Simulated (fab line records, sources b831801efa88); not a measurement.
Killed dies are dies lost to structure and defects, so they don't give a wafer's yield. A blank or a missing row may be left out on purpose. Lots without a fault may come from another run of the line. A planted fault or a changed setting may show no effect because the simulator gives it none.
Which tool did it? | flow gf180mcu | 11 lots, 33 wafers sampled, at 5 steps of a route of 602

WHAT THE GAUGES READ, wafer by wafer
GF_PSD_TW_MEAS_11.
lot  | measured     | on            | PSD_TW
L523 | day 14 12:43 | film_metro-02 | 3189 3183 3205
L524 | day 14 22:41 | film_metro-02 | 3193 3217 3190
L525 | day 15 10:41 | film_metro-03 | 3182 3165 3187
L526 | day 15 17:28 | film_metro-02 | 3195 3214 3202
L529 | day 16 22:07 | film_metro-01 | 3176 3189 3183
L536 | day 19 11:25 | film_metro-02 | 3010 3026 3017
L538 | day 19 22:49 | film_metro-02 | 3022 3008 3007
L541 | day 21 00:05 | film_metro-03 | 3206 3216 3215
L542 | day 21 11:13 | film_metro-01 | 3211 3224 3211
L544 | day 21 20:25 | film_metro-02 | 3212 3213 3198
L545 | day 22 05:41 | film_metro-02 | 3203 3218 3214

GF_PSD_RS_MEAS_15: measures by four-point-probe.
lot  | measured     | on            | PSD_RS (ohm/sq)
L523 | day 14 13:02 | film_metro-02 | 108.93 108.88 108.59
L524 | day 14 23:01 | film_metro-02 | 108.46 108.95 108.36
L525 | day 15 10:59 | film_metro-01 | 109.07 108.76 109.07
L526 | day 15 17:47 | film_metro-03 | 108.37 107.57 108.33
L529 | day 16 22:31 | film_metro-01 | 108.74 109.15 108.95
L536 | day 19 11:43 | film_metro-03 | 122.52 122.39 122.60
L538 | day 19 23:08 | film_metro-03 | 123.05 123.10 122.88
L541 | day 21 00:23 | film_metro-01 | 108.25 108.65 108.28
L542 | day 21 11:32 | film_metro-02 | 108.39 108.32 108.67
L544 | day 21 20:44 | film_metro-03 | 108.59 108.67 108.85
L545 | day 22 06:01 | film_metro-02 | 108.54 108.57 108.93

WHICH TOOL RAN EACH LOT (tool, then ch and the chambers of the sampled wafers, then the start)
lot  | GF_STI_STRIP_15                     | GF_PSD_IMPLANT_09               | GF_PSD_STRIP_10
L523 | plasma_asher-04 ch 0,1, day 2 06:33 | implanter-03 ch 0, day 14 12:28 | plasma_asher-04 ch 0,1, day 14 12:37
L524 | plasma_asher-01 ch 0, day 2 11:20   | implanter-02 ch 0, day 14 22:27 | plasma_asher-02 ch 1, day 14 22:35
L525 | plasma_asher-03 ch 0,1, day 2 17:41 | implanter-03 ch 0, day 15 10:26 | plasma_asher-01 ch 0,1, day 15 10:35
L526 | plasma_asher-03 ch 0,1, day 2 23:48 | implanter-03 ch 0, day 15 17:13 | plasma_asher-02 ch 0,1, day 15 17:22
L529 | plasma_asher-03 ch 0,1, day 3 16:12 | implanter-03 ch 0, day 16 21:52 | plasma_asher-01 ch 1, day 16 22:01
L536 | plasma_asher-04 ch 0,1, day 5 03:26 | implanter-03 ch 0, day 19 11:10 | plasma_asher-02 ch 0,1, day 19 11:19
L538 | plasma_asher-03 ch 1, day 5 11:48   | implanter-03 ch 0, day 19 22:35 | plasma_asher-04 ch 0,1, day 19 22:43
L541 | plasma_asher-01 ch 0,1, day 6 03:59 | implanter-01 ch 0, day 20 23:50 | plasma_asher-01 ch 0,1, day 20 23:59
L542 | plasma_asher-04 ch 0,1, day 6 09:47 | implanter-01 ch 0, day 21 10:58 | plasma_asher-02 ch 0,1, day 21 11:07
L544 | plasma_asher-03 ch 0,1, day 6 18:50 | implanter-01 ch 0, day 21 20:10 | plasma_asher-04 ch 0,1, day 21 20:19
L545 | plasma_asher-01 ch 0,1, day 7 00:37 | implanter-01 ch 0, day 22 05:27 | plasma_asher-01 ch 0,1, day 22 05:34
- GF_STI_STRIP_15: strips in O2/N2.
- GF_PSD_IMPLANT_09
- GF_PSD_STRIP_10: strips in O2/N2.

WHAT THE TOOLS THEMSELVES READ (means of the sampled wafers that have a number; where no wafer has one, the mark that the record gives instead)
GF_STI_STRIP_15.
lot  | tool            | drypump_motor_current_A (A) | heater_power_w (W) | oes_product_au (a.u.) | strip_time_to_endpoint_s (s)
L523 | plasma_asher-04 | 6.2                         | 310                | 0.382                 | 3.77
L524 | plasma_asher-01 | 5.2                         | 334                | 0.382                 | 3.68
L525 | plasma_asher-03 | 5.9                         | 309                | 0.386                 | 3.73
L526 | plasma_asher-03 | 6.1                         | 312                | 0.378                 | 3.66
L529 | plasma_asher-03 | 5.9                         | 307                | 0.374                 | 3.61
L536 | plasma_asher-04 | 6.0                         | 324                | 0.385                 | 3.74
L538 | plasma_asher-03 | 5.7                         | 304                | 0.388                 | 3.70
L541 | plasma_asher-01 | 5.4                         | 330                | 0.381                 | 3.65
L542 | plasma_asher-04 | 6.1                         | 299                | 0.384                 | 3.68
L544 | plasma_asher-03 | 6.1                         | 306                | 0.384                 | 3.72
L545 | plasma_asher-01 | 5.7                         | 340                | 0.387                 | 3.76

GF_PSD_IMPLANT_09.
lot  | tool         | beam_on_s (s) | faraday_current_uA
L523 | implanter-03 | 10.12         | 8147
L524 | implanter-02 | 10.10         | 8185
L525 | implanter-03 | 9.97          | 8283
L526 | implanter-03 | 9.92          | 8297
L529 | implanter-03 | 10.05         | 8192
L536 | implanter-03 | 7.70          | 10688
L538 | implanter-03 | 7.61          | 10833
L541 | implanter-01 | 10.00         | 8256
L542 | implanter-01 | 10.05         | 8240
L544 | implanter-01 | 9.80          | 8402
L545 | implanter-01 | 9.86          | 8387

GF_PSD_STRIP_10.
lot  | tool            | drypump_motor_current_A (A) | heater_power_w (W) | oes_product_au (a.u.) | strip_time_to_endpoint_s (s)
L523 | plasma_asher-04 | 6.2                         | 306                | 0.594                 | 16.51
L524 | plasma_asher-02 | 5.4                         | 387                | 0.594                 | 16.59
L525 | plasma_asher-01 | 5.5                         | 334                | 0.591                 | 16.55
L526 | plasma_asher-02 | 5.6                         | 361                | 0.594                 | 16.48
L529 | plasma_asher-01 | 6.0                         | 345                | 0.591                 | 16.52
L536 | plasma_asher-02 | 5.6                         | 359                | 0.609                 | 15.74
L538 | plasma_asher-04 | 6.2                         | 296                | 0.610                 | 15.73
L541 | plasma_asher-01 | 5.7                         | 340                | 0.591                 | 16.49
L542 | plasma_asher-02 | 5.7                         | 337                | 0.589                 | 16.53
L544 | plasma_asher-04 | 6.2                         | 301                | 0.593                 | 16.50
L545 | plasma_asher-01 | 5.5                         | 332                | 0.590                 | 16.54

THE ANSWER, worked out from the rows above alone
Rule: what is usual is taken from the lots themselves. Put in order of their means at a reading, lots are off if they are a third of the lots or fewer, leave a main group of 4 or more, and stand apart from it by a gap of 3 or more times the standard deviation of the main group's means; of several such gaps the widest counts. A main group whose means are all the same, to the digits that the tables above print for the reading, isn't used. A lot without any number at a reading at which 4 lots or more have one is off too. The other lots that the step has rows for count as sound. The gauges are gone through in route order, then the tools' own readings, and for those a lot's mean is taken as printed above. The first step at which some lot is off is used, and at that step the reading that is off furthest; a lot without a number counts as furthest.
Off: L536, L538, at GF_PSD_TW_MEAS_11 (PSD_TW). The main group: mean 3200, standard deviation 13.
A tool fits if, at a process step before that reading, it ran every lot that is off, and no sound lot after the first of them. The gauges at GF_PSD_TW_MEAS_11 aren't tried: what is off there is off at GF_PSD_RS_MEAS_15 too, on other tools, and a gauge's error can't cause that. One fits: implanter-03 at GF_PSD_IMPLANT_09. Its last sound lot is L529 (day 16 21:52), its first lot that is off L536 (day 19 11:10): a fault that began between those two fits.
The tool's own readings at GF_PSD_IMPLANT_09 bear it out: on the lots that are off they differ by more than 5 times the standard deviation of the sound lots' means. beam_on_s reads 7.66 s there against 9.99 s on the sound lots; faraday_current_uA reads 10760 there against 8265 on the sound lots.

WHAT THE SIMULATOR HAD PUT IN
Process parameter drift: implanter-03, from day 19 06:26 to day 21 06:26, at GF_PSD_IMPLANT_09. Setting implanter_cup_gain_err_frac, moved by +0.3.
Lots struck among those shown: L536, L538. The rule above found the same.
